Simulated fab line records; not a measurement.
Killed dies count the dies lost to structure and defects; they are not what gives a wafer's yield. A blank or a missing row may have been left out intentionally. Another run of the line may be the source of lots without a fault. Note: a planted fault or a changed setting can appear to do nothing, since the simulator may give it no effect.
A struck lot beside a sound one :: flow sky130 :: 17 steps out of a route of 708
Sound: the wafers L617.1, L617.2, L617.6. Wafers struck: L625.1, L625.2, L625.4. The cause is given at the end.
For every step that has rows: the tool of each side, followed by ch and its chambers, followed by its first start. Under that, the readings that differ: sound wafers :: struck wafers :: difference of the means :: sigmas: that difference in standard deviations of wafers without a fault.
alike: readings whose means differ by less than 2 such deviations, and words and numbers that are the same on both sides. not compared: withheld readings, readings that some wafer has no value for, bounds like >300 that may hide the same value, and numbers for which the record gives no deviation and whose values overlap.
Wherever a step has rows on one side only, a row that says differs or no value, or a row with sigmas, the two part there. Numbers that don't overlap but have no deviation are shown without sigmas and don't part them. Lack of a reading on every wafer of one side parts them only where that side has two or more wafers.

first, 5 steps without rows for these wafers: SKY_SD_N_COAT_02 (resist thk 1140 nm); SKY_SD_N_SOFTBAKE_03 (time 60 s); SKY_SD_N_EXPOSE_04 (exposes mask NSDM, target cd 380 nm); SKY_SD_N_PEB_05; SKY_SD_N_DEVELOP_06 (develop time 60 s).
SKY_SD_N_CD_MEAS_07: target cd 380 nm.
  struck on cdSem-02, day 32 01:17; sound on cdSem-02, day 29 09:53
  alike: cdNm
SKY_SD_N_OVL_MEAS_08:
  struck on overlay-01, day 32 01:24; sound on overlay-02, day 29 10:00
  alike: SD_N_OVL
then, 2 steps without rows for these wafers: SKY_SD_N_IMPLANT_09; SKY_SD_N_IMPLANT_10.
SKY_SD_N_STRIP_11: strips in O2/N2.
  sound on plasmaAsher-03 ch 0,1, day 29 10:20; struck on plasmaAsher-04 ch 0,1, day 32 01:44
  alike: drypumpMotorCurrentA, n2FlowSccm, oesProductAu, stripTimeToEndpointS
  not compared: rfHoursCounterH
SKY_SD_N_TW_MEAS_12:
  struck on filmMetro-03, day 32 01:50; sound on filmMetro-03, day 29 10:26
  alike: SD_N_TW
then, 1 step without rows for these wafers: SKY_SD_N_CLEAN_13 (cleans in SC1/SC2, time 150 s).
SKY_SD_N_RTA_14: time 2 s.
  sound on rtpAnneal-02 ch 0, day 29 10:32; struck on rtpAnneal-01 ch 0, day 32 01:57
reading: lampPowerPct (%)
sound: 15.71 15.74 15.76
struck: 14.32 14.42 14.29
difference: -1.39
sigmas: -24
  alike: wafer_temp_C_max
SKY_SD_N_RS_MEAS_16: a four-point-probe measurement.
  struck on filmMetro-02, day 32 02:07; sound on filmMetro-01, day 29 10:43
reading: SD_N_RS (ohm/sq)
sound: 68.77 68.67 68.58
struck: 74.77 74.82 74.70
difference: +6.09
sigmas: +51
SKY_SD_N_RS_MEAS_17: a four-point-probe measurement.
  struck on filmMetro-02, day 32 02:14; sound on filmMetro-01, day 29 10:50
reading: SD_P_RS (ohm/sq)
sound: 147.6 147.5 147.8
struck: 185.1 185.6 185.5
difference: +37.8
sigmas: +88
SKY_SD_N_RS_MEAS_18: a four-point-probe measurement.
  struck on filmMetro-02, day 32 02:22; sound on filmMetro-01, day 29 10:58
  alike: RES_XHIGH_RS
-- here the record skips 17 days between the struck wafers' starts before and after, leaving off in module SD_N and picking up in module PAD_OPEN (first step shown: number 708 of the route) --
SKY_PAD_OPEN_PROBE_99:
  struck on prober-02, day 48 19:05; sound on prober-02, day 46 21:42
reading: killed_at_M0_to_M3
sound: 39 38 33
struck: 49 47 56
difference: +14
sigmas: +2

reading: model.etest.resXhighPo.lineOhmUm
sound: 6084 5925 5952
struck: 9019 8941 8716
difference: +2905
sigmas: 

reading: model.etest.resXhighPo.rsOhmSq
sound: 2129 2072 2062
struck: 3115 3095 3057
difference: +1001
sigmas: 

reading: model.etest.tipP.rsOhmSq
sound: 6861 6810 6911
struck: 7527 7593 7642
difference: +727
sigmas: 

reading: model.etest.pfet_01v8.rOnOhmUm
sound: 2904 2898 2852
struck: 3433 3383 3472
difference: +545
sigmas: 

reading: model.etest.resPdiff.lineOhmUm
sound: 1407 1383 1418
struck: 1736 1762 1762
difference: +351
sigmas: 

reading: model.etest.resHighPo.lineOhmUm
sound: 773.6 770 796.1
struck: 1092 1083 1083
difference: +306
sigmas: 

reading: model.etest.liconHighPo.rcOhm
sound: 386.3 357.4 356
struck: 648.5 657.8 623.8
difference: +276.8
sigmas: 

reading: model.etest.pfetG5v0d10v5.rOnOhmUm
sound: 4673 4700 4560
struck: 5017 5068 5038
difference: +397
sigmas: 
  alike: killed_at_M4_up, killedAtContacts, killedAtFrontEnd, killedAtOther, killedDies, killedOnRim, killedOpen, killedShort

WHERE THEY PART
At SKY_SD_N_RTA_14 first; at SKY_PAD_OPEN_PROBE_99 last (within this record only).

WHY: what the simulator had put in
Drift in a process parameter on rtpAnneal-01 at SKY_SD_N_RTA_14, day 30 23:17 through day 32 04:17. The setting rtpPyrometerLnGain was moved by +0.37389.
